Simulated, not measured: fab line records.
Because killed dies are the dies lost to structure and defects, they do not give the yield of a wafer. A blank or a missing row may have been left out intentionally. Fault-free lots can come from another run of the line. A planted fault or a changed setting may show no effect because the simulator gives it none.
Which tool was responsible? + flow gf180mcu + 15 lots with 43 wafers sampled at 5 steps, on a route of 602 steps

WHAT EACH GAUGE READ, for each wafer
GF_HV_LDD_TW_MEAS_50.
| lot  | measured     | on            | HV_LDD_4_TW       |
|------|--------------|---------------|-------------------|
| L607 | day 12 19:16 | film-metro-02 | 576.3 576.7 576.6 |
| L608 | day 13 01:18 | film-metro-04 | 568.5 570.1 571.7 |
| L609 | day 13 07:49 | film-metro-01 | 575.6 574.9 573.9 |
| L610 | day 13 13:50 | film-metro-04 | 569.9 569.0 570.0 |
| L612 | day 14 05:17 | film-metro-04 | 570.6 570.0 573.1 |
| L613 | day 14 14:03 | film-metro-04 | 512.8 570.3 570.3 |
| L616 | day 15 13:31 | film-metro-02 | 517.8 574.9       |
| L617 | day 15 21:58 | film-metro-02 | 518.9 574.5       |
| L623 | day 18 01:29 | film-metro-01 | 579.3 578.4 579.9 |
| L624 | day 18 07:26 | film-metro-02 | 574.6 575.3 572.6 |
| L625 | day 19 05:58 | film-metro-04 | 575.6 573.2 570.9 |
| L626 | day 19 07:22 | film-metro-01 | 573.7 574.9 576.6 |
| L628 | day 19 20:38 | film-metro-01 | 573.8 573.6 573.5 |
| L627 | day 19 21:34 | film-metro-04 | 576.0 575.6 577.1 |
| L629 | day 20 03:23 | film-metro-01 | 573.9 575.7 577.0 |

GF_M2_CD_MEAS_14 targets a cd of 280 nm.
| lot  | measured     | on        | cd-nm (nm)        |
|------|--------------|-----------|-------------------|
| L607 | day 19 16:09 | cd-sem-01 | 279.3 279.9 280.1 |
| L608 | day 19 23:13 | cd-sem-01 | 279.4 279.8 281.2 |
| L609 | day 20 07:26 | cd-sem-01 | 280.1 280.9 281.0 |
| L610 | day 20 14:59 | cd-sem-01 | 279.9 279.4 279.4 |
| L612 | day 21 11:29 | cd-sem-01 | 280.2 280.0 280.3 |
| L613 | day 21 19:32 | cd-sem-01 | 279.1 279.7 278.7 |
| L616 | day 22 21:51 | cd-sem-01 | 279.9 280.2       |
| L617 | day 23 05:13 | cd-sem-01 | 278.2 279.6       |
| L623 | day 25 05:49 | cd-sem-01 | 277.3 279.4 279.5 |
| L624 | day 25 14:13 | cd-sem-01 | 280.6 279.9 279.0 |
| L625 | day 26 08:14 | cd-sem-01 | 280.7 280.3 280.1 |
| L626 | day 26 09:07 | cd-sem-02 | 280.9 281.2 278.8 |
| L628 | day 26 19:50 | cd-sem-02 | 277.5 278.8 277.8 |
| L627 | day 26 20:44 | cd-sem-02 | 279.4 279.7 278.8 |
| L629 | day 27 02:35 | cd-sem-02 | 280.2 279.8 278.9 |

GF_M2_OVL_MEAS_15.
| lot  | measured     | on         | M2_OVL (nm) |
|------|--------------|------------|-------------|
| L607 | day 19 16:14 | overlay-02 | 4 8 -2      |
| L608 | day 19 23:20 | overlay-01 | 7 10 2      |
| L609 | day 20 07:33 | overlay-01 | 0 3 1       |
| L610 | day 20 15:05 | overlay-02 | -4 -3 2     |
| L612 | day 21 11:35 | overlay-01 | -6 2 7      |
| L613 | day 21 19:37 | overlay-01 | 8 7 13      |
| L616 | day 22 21:56 | overlay-02 | 2 4         |
| L617 | day 23 05:18 | overlay-01 | -8 1        |
| L623 | day 25 05:56 | overlay-02 | -8 -3 -1    |
| L624 | day 25 14:19 | overlay-01 | 11 10 9     |
| L625 | day 26 08:19 | overlay-01 | -3 -4 -5    |
| L626 | day 26 09:12 | overlay-02 | 5 6 13      |
| L628 | day 26 19:56 | overlay-01 | 9 1 0       |
| L627 | day 26 20:50 | overlay-01 | 3 11 10     |
| L629 | day 27 02:41 | overlay-02 | -8 -10 -10  |

WHICH TOOL RAN EACH LOT (tool, then ch and the chambers of the sampled wafers, then the start)
| lot  | GF_HV_LDD_IMPLANT_48            | GF_M2_SPUTTER_00             |
|------|---------------------------------|------------------------------|
| L607 | implanter-02 ch 0, day 12 19:03 | pvd-sputter-03, day 18 15:56 |
| L608 | implanter-02 ch 0, day 13 01:03 | pvd-sputter-03, day 18 22:31 |
| L609 | implanter-04 ch 0, day 13 07:35 | pvd-sputter-03, day 19 06:54 |
| L610 | implanter-01 ch 0, day 13 13:36 | pvd-sputter-03, day 19 14:32 |
| L612 | implanter-01 ch 0, day 14 05:03 | pvd-sputter-02, day 20 10:27 |
| L613 | implanter-01 ch 0, day 14 13:50 | pvd-sputter-01, day 20 19:05 |
| L616 | implanter-01 ch 0, day 15 13:18 | pvd-sputter-01, day 21 22:42 |
| L617 | implanter-01 ch 0, day 15 21:45 | pvd-sputter-03, day 22 06:13 |
| L623 | implanter-01 ch 0, day 18 01:14 | pvd-sputter-03, day 24 07:57 |
| L624 | implanter-01 ch 0, day 18 07:10 | pvd-sputter-01, day 24 16:11 |
| L625 | implanter-02 ch 0, day 19 05:45 | pvd-sputter-01, day 25 10:57 |
| L626 | implanter-02 ch 0, day 19 07:09 | pvd-sputter-01, day 25 11:58 |
| L628 | implanter-04 ch 0, day 19 20:25 | pvd-sputter-02, day 25 23:15 |
| L627 | implanter-01 ch 0, day 19 21:19 | pvd-sputter-03, day 26 00:17 |
| L629 | implanter-02 ch 0, day 20 03:10 | pvd-sputter-02, day 26 05:45 |
- GF_HV_LDD_IMPLANT_48
- GF_M2_SPUTTER_00: material Ti, target thk 37.5 nm, time 150 s.

WHAT THE TOOLS THEMSELVES READ (means of the sampled wafers that have a number; where no wafer has one, the mark that the record gives instead)
GF_M2_SPUTTER_00.
| lot  | tool           | throttle-valve-pct (%) |
|------|----------------|------------------------|
| L607 | pvd-sputter-03 | 30.7                   |
| L608 | pvd-sputter-03 | 30.5                   |
| L609 | pvd-sputter-03 | 30.8                   |
| L610 | pvd-sputter-03 | 30.4                   |
| L612 | pvd-sputter-02 | 30.1                   |
| L613 | pvd-sputter-01 | 30.4                   |
| L616 | pvd-sputter-01 | 30.5                   |
| L617 | pvd-sputter-03 | 30.0                   |
| L623 | pvd-sputter-03 | 30.6                   |
| L624 | pvd-sputter-01 | 30.7                   |
| L625 | pvd-sputter-01 | 30.5                   |
| L626 | pvd-sputter-01 | 30.6                   |
| L628 | pvd-sputter-02 | 29.8                   |
| L627 | pvd-sputter-03 | 30.4                   |
| L629 | pvd-sputter-02 | 29.7                   |

THE ANSWER, worked out from the rows above alone
Rule: what is usual is taken from the lots themselves. Put in order of their means at a reading, lots are off if they are a third of the lots or fewer, leave a main group of 4 or more, and stand apart from it by a gap of 3 or more times the standard deviation of the main group's means; of several such gaps the widest counts. A main group whose means are all the same, to the digits that the tables above print for the reading, isn't used. A lot without any number at a reading at which 4 lots or more have one is off too. Any other lot the step has rows for is counted as sound. Order of review: gauges by route order, followed by the tools' own readings, for which a lot's mean as printed above is used. The first step at which some lot is off is used, and at that step the reading that is off furthest; a lot without a number counts as furthest.
Off: L613, L616, L617, seen at GF_HV_LDD_TW_MEAS_50 (HV_LDD_4_TW). For the main group the mean is 574.1 and the standard deviation 2.7.
If a tool, at a process step before that reading, ran all the lots that are off and no sound lot after the first of them, it fits. Those tools and the gauges at GF_HV_LDD_TW_MEAS_50 are tried in the same way. No candidate that was tried fits.

WHAT THE SIMULATOR PUT IN
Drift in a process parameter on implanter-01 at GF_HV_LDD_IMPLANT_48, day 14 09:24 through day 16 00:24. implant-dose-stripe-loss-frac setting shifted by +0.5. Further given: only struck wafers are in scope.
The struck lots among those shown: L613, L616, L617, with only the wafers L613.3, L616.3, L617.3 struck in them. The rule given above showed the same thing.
